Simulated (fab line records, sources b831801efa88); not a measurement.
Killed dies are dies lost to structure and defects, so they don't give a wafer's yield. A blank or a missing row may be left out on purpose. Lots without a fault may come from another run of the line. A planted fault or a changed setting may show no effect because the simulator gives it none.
One fault seen from 2 desks | flow sky130 | each desk has only its own numbers; what lay behind them comes last

THE METROLOGY DESK
What the gauges read, lot by lot, whatever tool the lot ran on: means of the sampled wafers that have a number. A lot is out of limits, marked OUT, if its mean lies more than 4 standard deviations from the usual mean; the brackets give that distance.
Columns: A = METAL1_OVL at SKY_METAL1_OVL_MEAS_16, usual 1 nm
lot  | first seen here | A
L188 | day 32 19:02    | 1
L189 | day 33 15:08    | 3
L190 | day 33 20:49    | -3
L192 | day 35 05:53    | -0
L194 | day 35 09:29    | 5
L193 | day 35 10:39    | 0
L200 | day 36 23:53    | -1
L205 | day 38 12:02    | 1
L207 | day 39 03:28    | 14
L209 | day 39 19:26    | 7
L210 | day 39 23:14    | -6
This desk's finding: nothing out of limits on any of the 11 lots.

THE TOOL OWNER'S DESK: rie_diel-03
The tool's own readings at SKY_VIA2_ETCH_15 (etches SiO2 in C4F8/O2/Ar, stops on TiN, target depth 546 nm, time 84 s): means of the sampled wafers that have a number, for each lot that ran on this tool. A lot is out of limits, marked OUT, if its mean lies more than 4 standard deviations from the usual mean; the brackets give that distance.
Columns: A = oes_product_au at SKY_VIA2_ETCH_15, usual 0.939 a.u.
lot  | first seen here | A
L188 | day 36 07:31    | 0.938
L190 | day 37 10:25    | 0.939
L192 | day 38 17:06    | 0.940
L194 | day 38 20:10    | 0.935
L193 | day 38 21:45    | 0.893 (-10) OUT
L200 | day 40 08:37    | 0.900 (-8.7) OUT
L209 | day 42 23:30    | 0.936
This desk's finding: out of limits on L193, L200; first on L193, day 38 21:45 (oes_product_au at SKY_VIA2_ETCH_15). In limits: L188, L190, L192, L194, L209.

PUT TOGETHER
The tool owner's desk could have raised an alarm at day 38 21:45, on L193, L200.
The metrology desk saw nothing out of limits.
The metrology desk has L193, L200 on record, within its limits.
Of the lots named, all ran SKY_VIA2_ETCH_15 on rie_diel-03.

WHAT THE SIMULATOR HAD PUT IN
Process parameter drift: rie_diel-03, from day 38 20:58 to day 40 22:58, at SKY_VIA2_ETCH_15. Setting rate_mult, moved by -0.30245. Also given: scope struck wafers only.
Lots struck among those shown: L193, L200.
Hours from the fault's start to each desk's first reading out of limits: the tool owner's desk, 1.
